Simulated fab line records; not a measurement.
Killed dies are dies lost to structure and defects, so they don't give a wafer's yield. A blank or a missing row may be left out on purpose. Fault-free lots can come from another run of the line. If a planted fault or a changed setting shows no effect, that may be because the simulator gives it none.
A struck lot beside a sound one / flow sky130 / 18 steps out of a route of 708
Sound: the wafers L936.3, L936.4, L936.5. Struck: wafers L945.2, L945.4. (L945.5 of the same lot was not struck and is left out.) The cause comes at the end.
At each step with rows: each side's tool, then ch and its chambers, then its first start. Under that, the readings that differ: sound wafers / struck wafers / difference of the means / sigmas: that difference in standard deviations of wafers without a fault.
alike: same words and numbers on both sides, and readings whose means sit less than 2 such deviations apart. not compared: any withheld reading, any reading some wafer has no value for, any bound like >300 that may hide the same value, and any number with overlapping values for which the record gives no deviation.
Wherever a step has rows on one side only, a row that says differs or no value, or a row with sigmas, the two part there. Numbers that have no deviation but don't overlap get no sigmas and don't part them. A reading that every wafer of one side lacks parts them only if that side has two wafers or more.

first, 4 steps without rows for these wafers: SKY_VT_ADJUST_LVTN_SOFTBAKE_14 (time 60 s); SKY_VT_ADJUST_LVTN_EXPOSE_15 (exposes mask HVN STD DERIVED, target cd 600 nm); SKY_VT_ADJUST_LVTN_PEB_16; SKY_VT_ADJUST_LVTN_DEVELOP_17 (develop time 60 s).
SKY_VT_ADJUST_LVTN_OVL_MEAS_18:
  sound on overlay-01, day 10 03:35; struck on overlay-01, day 12 16:28
  alike: VT_ADJUST_LVTN_01_OVL
then, 1 step without rows for these wafers: SKY_VT_ADJUST_LVTN_IMPLANT_19.
SKY_VT_ADJUST_LVTN_STRIP_20: strips in O2/N2.
  sound on plasmaAsher-04 ch 0,1, day 10 03:48; struck on plasmaAsher-02 ch 0,1, day 12 16:39
reading=stripTimeToEndpointS (s); sound=14.18 14.20 14.14; struck=14.09 14.10; difference=-0.08; sigmas=-2
  alike: drypumpMotorCurrentA, oesProductAu
  not compared: rfHoursCounterH
SKY_VT_ADJUST_LVTN_TW_MEAS_21:
  sound on filmMetro-01, day 10 03:53; struck on filmMetro-01, day 12 16:46
  alike: VT_ADJUST_LVTN_2_TW
then, 4 steps without rows for these wafers: SKY_VT_ADJUST_NCORE_DEHYDRATE_00 (time 60 s); SKY_VT_ADJUST_NCORE_HMDS_01 (prime time 60 s); SKY_VT_ADJUST_NCORE_COAT_02 (resist thk 1140 nm); SKY_VT_ADJUST_NCORE_SOFTBAKE_03 (time 60 s).
SKY_VT_ADJUST_NCORE_EXPOSE_04: exposes mask LVTN COMPLEMENT THIN, target cd 380 nm.
  sound on ilineStepper-01 ch 0, day 10 15:26; struck on ilineStepper-02 ch 0, day 13 05:03
  alike: mask, reticleTempC
then, 2 steps without rows for these wafers: SKY_VT_ADJUST_NCORE_PEB_05; SKY_VT_ADJUST_NCORE_DEVELOP_06 (develop time 60 s).
SKY_VT_ADJUST_NCORE_CD_MEAS_07: target cd 380 nm.
  sound on cdSem-01, day 11 02:07; struck on cdSem-01, day 13 17:27
reading=cdNm (nm); sound=381.5 382.7 386.5; struck=357.5 355.2; difference=-27.2; sigmas=-10
SKY_VT_ADJUST_NCORE_OVL_MEAS_08:
  sound on overlay-02, day 11 02:13; struck on overlay-02, day 13 17:34
  alike: VT_ADJUST_NCORE_OVL
-- the record jumps here: 37 days lie between the struck wafers' starts before and after (it left off in module VT_ADJUST_NCORE and takes up again in module PAD_OPEN, whose first step shown is number 708 of the route) --
SKY_PAD_OPEN_PROBE_99:
  rows exist in the record for the struck wafers here (prober-01, day 50 09:12), but not for the sound ones

## WHERE THEY PART
At SKY_VT_ADJUST_LVTN_STRIP_20 first; at SKY_PAD_OPEN_PROBE_99 last (within this record only).

WHY: the cause the simulator had injected
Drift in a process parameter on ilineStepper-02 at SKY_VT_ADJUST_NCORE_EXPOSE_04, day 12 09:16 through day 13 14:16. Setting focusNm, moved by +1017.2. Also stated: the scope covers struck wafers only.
